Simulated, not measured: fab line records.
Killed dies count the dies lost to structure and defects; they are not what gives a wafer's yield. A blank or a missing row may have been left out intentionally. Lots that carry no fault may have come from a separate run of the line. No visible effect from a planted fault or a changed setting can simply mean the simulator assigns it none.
One fault seen from 2 desks / flow sky130 / each desk has only its own numbers; what lay behind them comes last

== FROM THE METROLOGY DESK ==
What the gauges read for every lot (on any tool): the sampled wafers with a number, averaged. Marked OUT: a lot whose mean sits more than 4 standard deviations from the usual mean, which makes it out of limits; the brackets give that distance.
Columns: A = cd nm at SKY_METAL4_CD_MEAS_13, usual 300.3 nm
lot=L860; first seen here=day 43 21:45; A=299.5
lot=L868; first seen here=day 45 12:50; A=300.2
lot=L871; first seen here=day 46 12:29; A=298.2
lot=L875; first seen here=day 47 11:24; A=299.2
This desk found nothing out of limits on any of the 4 lots.

== THE TOOL OWNER'S DESK: litho track-03 ==
The tool's own readings at SKY_METAL4_DEVELOP_12 (develop time 60 s): means of the sampled wafers that have a number, for each lot that ran on this tool. Marked OUT: a lot whose mean sits more than 4 standard deviations from the usual mean, which makes it out of limits; the brackets give that distance.
Columns: A = chill plate temp C at SKY_METAL4_DEVELOP_12, usual 23.01 C
lot=L860; first seen here=day 43 21:00; A=23.02
This desk's finding: nothing out of limits on the one lot.

== TAKEN TOGETHER ==
At the metrology desk, nothing out of limits was observed.
The desk of the tool owner found nothing out of limits.

== WHAT THE SIMULATOR HAD PUT IN ==
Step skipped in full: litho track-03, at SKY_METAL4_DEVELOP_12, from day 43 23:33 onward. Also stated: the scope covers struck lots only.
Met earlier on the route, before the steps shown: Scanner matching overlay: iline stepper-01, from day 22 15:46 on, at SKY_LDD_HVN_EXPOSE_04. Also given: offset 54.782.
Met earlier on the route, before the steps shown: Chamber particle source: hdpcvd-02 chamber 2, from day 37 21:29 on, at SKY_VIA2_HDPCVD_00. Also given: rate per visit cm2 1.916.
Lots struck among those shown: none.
